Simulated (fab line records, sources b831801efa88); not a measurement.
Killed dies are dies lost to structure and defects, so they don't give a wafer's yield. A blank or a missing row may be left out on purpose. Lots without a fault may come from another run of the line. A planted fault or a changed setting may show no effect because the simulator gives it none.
Tool commonality check | flow sky130 | 10 lots, 36 wafers sampled

WHY IT WAS OPENED
At SKY_RES_PROTECT_TW_MEAS_08 the reading POLY_GATE_TW is flagged on 2 of 10 lots. Wafers without a fault read 4017, standard deviation 45.
Rule: a lot is flagged when every wafer of it that has a number lies more than 4 standard deviations from that mean, or none has a number. The other lots count as sound.

lot  | measured     | on            | POLY_GATE_TW, wafer by wafer  | flag
L665 | day 16 08:33 | film_metro-04 | 4089 4098 4059                |
L668 | day 17 13:15 | film_metro-04 | 4067 4087 4061                |
L669 | day 18 01:20 | film_metro-02 | 3987 3977 3992                |
L673 | day 19 04:38 | film_metro-02 | 3988 3966 3925                |
L674 | day 19 13:48 | film_metro-04 | 4096 4089 4086                |
L675 | day 20 02:10 | film_metro-02 | 3952 3974 3956                |
L676 | day 20 08:23 | film_metro-03 | 3990 4005 4006                |
L677 | day 20 22:48 | film_metro-02 | 3948 3944 3938                |
L684 | day 23 15:23 | film_metro-03 | 3624 3616 3622 3621 3626 3604 | FLAGGED
L685 | day 24 01:10 | film_metro-02 | 3622 3630 3619 3624 3617 3630 | FLAGGED
The numbers of the flagged lots are 3621 on average: -396 against the usual, or -9 standard deviations.

WHICH TOOL RAN EACH LOT
The record holds 2 process steps before the reading, out of a route of 708 steps. In each cell: the tool, then ch and the chambers that the sampled wafers went through, then the start.
lot  | flag    | SKY_POLY_GATE_IMPLANT_02        | SKY_RES_PROTECT_STRIP_07
L665 |         | implanter-02 ch 0, day 16 08:19 | plasma_asher-03 ch 0,1, day 16 08:26
L668 |         | implanter-04 ch 0, day 17 13:01 | plasma_asher-01 ch 0,1, day 17 13:08
L669 |         | implanter-02 ch 0, day 18 01:05 | plasma_asher-04 ch 0,1, day 18 01:14
L673 |         | implanter-02 ch 0, day 19 04:23 | plasma_asher-04 ch 0,1, day 19 04:32
L674 |         | implanter-02 ch 0, day 19 13:34 | plasma_asher-04 ch 0, day 19 13:41
L675 |         | implanter-04 ch 0, day 20 01:58 | plasma_asher-04 ch 0,1, day 20 02:04
L676 |         | implanter-01 ch 0, day 20 08:08 | plasma_asher-03 ch 1, day 20 08:17
L677 |         | implanter-04 ch 0, day 20 22:35 | plasma_asher-01 ch 0,1, day 20 22:43
L684 | FLAGGED | implanter-02 ch 0, day 23 15:08 | plasma_asher-04 ch 0,1, day 23 15:17
L685 | FLAGGED | implanter-02 ch 0, day 24 00:56 | plasma_asher-03 ch 0,1, day 24 01:04
What these steps do:
- SKY_POLY_GATE_IMPLANT_02
- SKY_RES_PROTECT_STRIP_07: strips in O2/N2.
- SKY_RES_PROTECT_TW_MEAS_08

FLAGGED OVER TOTAL, TOOL BY TOOL (the gauges that took the reading come last)
step                       | tool            | lots run | flagged | share of the flagged lots | sound lots run after its first flagged lot
SKY_POLY_GATE_IMPLANT_02   | implanter-01    | 1        | 0       | none                      | -
SKY_POLY_GATE_IMPLANT_02   | implanter-02    | 6        | 2       | all                       | 0
SKY_POLY_GATE_IMPLANT_02   | implanter-04    | 3        | 0       | none                      | -
SKY_RES_PROTECT_STRIP_07   | plasma_asher-01 | 2        | 0       | none                      | -
SKY_RES_PROTECT_STRIP_07   | plasma_asher-03 | 3        | 1       | some                      | 0
SKY_RES_PROTECT_STRIP_07   | plasma_asher-04 | 5        | 1       | some                      | 0
SKY_RES_PROTECT_TW_MEAS_08 | film_metro-02   | 5        | 1       | some                      | 0
SKY_RES_PROTECT_TW_MEAS_08 | film_metro-03   | 2        | 1       | some                      | 0
SKY_RES_PROTECT_TW_MEAS_08 | film_metro-04   | 3        | 0       | none                      | -

WHAT THE TABLE ALLOWS
1 row of the table ran every flagged lot: implanter-02 at SKY_POLY_GATE_IMPLANT_02.
- implanter-02 at SKY_POLY_GATE_IMPLANT_02: 2 of its 6 lots flagged. Its last sound lot is L674 (day 19 13:34), its first flagged lot L684 (day 23 15:08): a fault that began between those two fits. Its own readings lie more than 4 standard deviations out on every wafer of the flagged lots: beam_on_s, dose_ions_cm2, end_station_pressure_torr.
One tool is left: implanter-02 at SKY_POLY_GATE_IMPLANT_02.

WHAT THE SIMULATOR HAD PUT IN
Process parameter drift: implanter-02, from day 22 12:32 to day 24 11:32, at SKY_POLY_GATE_IMPLANT_02. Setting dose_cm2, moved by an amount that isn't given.
Lots struck among those shown: L684, L685. The rule above found the same.
